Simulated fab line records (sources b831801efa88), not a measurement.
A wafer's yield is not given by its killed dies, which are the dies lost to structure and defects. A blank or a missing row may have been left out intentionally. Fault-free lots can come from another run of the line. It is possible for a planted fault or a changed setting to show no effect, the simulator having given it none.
8D (eight disciplines) problem report, filled in by code ; flow sky130 ; the parts of the form that need people (team, actions taken, sign-off) are left out

1. WHAT WENT WRONG
Mean METAL2_ALCU_THK at SKY_METAL2_THK_MEAS_06: 272 nm over 4 wafers in 2 lots; fault-free wafers: 247 nm, standard deviation 4. That is +6.3 standard deviations from the usual mean.
The step: measures by xrf.
Earliest sighting: wafer L768.1 on filmMetro-02 at day 38 22:26. At this step, 33 wafers from 11 lots have a number in the record. The rule behind "out" and "out of limits": a value lying over 4 standard deviations away from the usual mean. All remaining wafers that have a number are taken as sound.

2. WHAT THIS IS AND IS NOT
question;is;is not
which readings at this step;METAL2_ALCU_THK;-
which lots;L768, L770;L753, L754, L758, L759, L760, L762, L773, L775, L776
which wafers of those lots;L768.1, L768.5, L770.1, L770.5;L768.2, L770.4
read on which gauges;filmMetro-02;filmMetro-01, filmMetro-03
when;from day 38 22:26;"up to then (19 sound wafers); but 10 sound wafers of L770, L773, L775, L776 came after"

3. WHAT RULES OUT EACH SUSPECT
Counting: a tool at a process step up to the reading stays a suspect if it ran every lot that is out. Sound lots after the first of them don't rule it out here, since some wafers of a struck lot are sound.
- the gauge at SKY_METAL2_THK_MEAS_06: kept. All the wafers that are out were read on filmMetro-02, and no step on other tools shows them out.
- pvdSputter-01 at SKY_METAL2_SPUTTER_04 (material TiN, target thk 70 nm, time 58.3 s): kept. It processed each lot that is out (first: L768, day 38 22:15); up to then, its last sound lot is L762 (day 37 09:18).
Remaining after the count are pvdSputter-01 at SKY_METAL2_SPUTTER_04 and filmMetro-02 at SKY_METAL2_THK_MEAS_06.

4. THE CAUSE (what the simulator had put in)
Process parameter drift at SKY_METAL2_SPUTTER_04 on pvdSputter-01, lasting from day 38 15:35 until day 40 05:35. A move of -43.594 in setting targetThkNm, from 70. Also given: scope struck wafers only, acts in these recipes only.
Of the 2 suspects that counting leaves, this tool is one.

5. SEQUENCE OF EFFECTS, ordered by route
Each row: a reading where the mean over the struck wafers with a number is more than 3 standard deviations away from the usual. Only readings whose record carries a usual standard deviation are examined. hours: median over the lots of the time between each lot's start at the first step of this table that gives one and its start at this step. sigmas: the change, counted in usual standard deviations.
hours;step;reading;usual;on struck wafers;change;sigmas
0;SKY_METAL2_THK_MEAS_06;METAL2_ALCU_THK;247 nm;272;+25;+6.3
25;SKY_METAL2_METAL_ETCH_19;oesProductAu;0.853 a.u.;0.824;-0.029;-4.6
The process steps in it:
- SKY_METAL2_METAL_ETCH_19: etches the open film in Cl2/BCl3, stops on SiO2, target depth 360 nm, time 78 s.

6. WHAT WOULD HAVE CAUGHT IT SOONER
7 hours passed between the start of the fault at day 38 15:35 and the first reading out of limits at a measuring or inspecting step in this record, taken at day 38 22:26.
Of the tool readings at SKY_METAL2_SPUTTER_04 for which the record gives a usual standard deviation, none was out on any struck wafer, so an alarm limit of 4 standard deviations on them would not have fired.
Lots out: 2; of these, L770 started SKY_METAL2_SPUTTER_04 on pvdSputter-01 after day 38 22:26. Had the tool been put on hold then, it would have been spared.
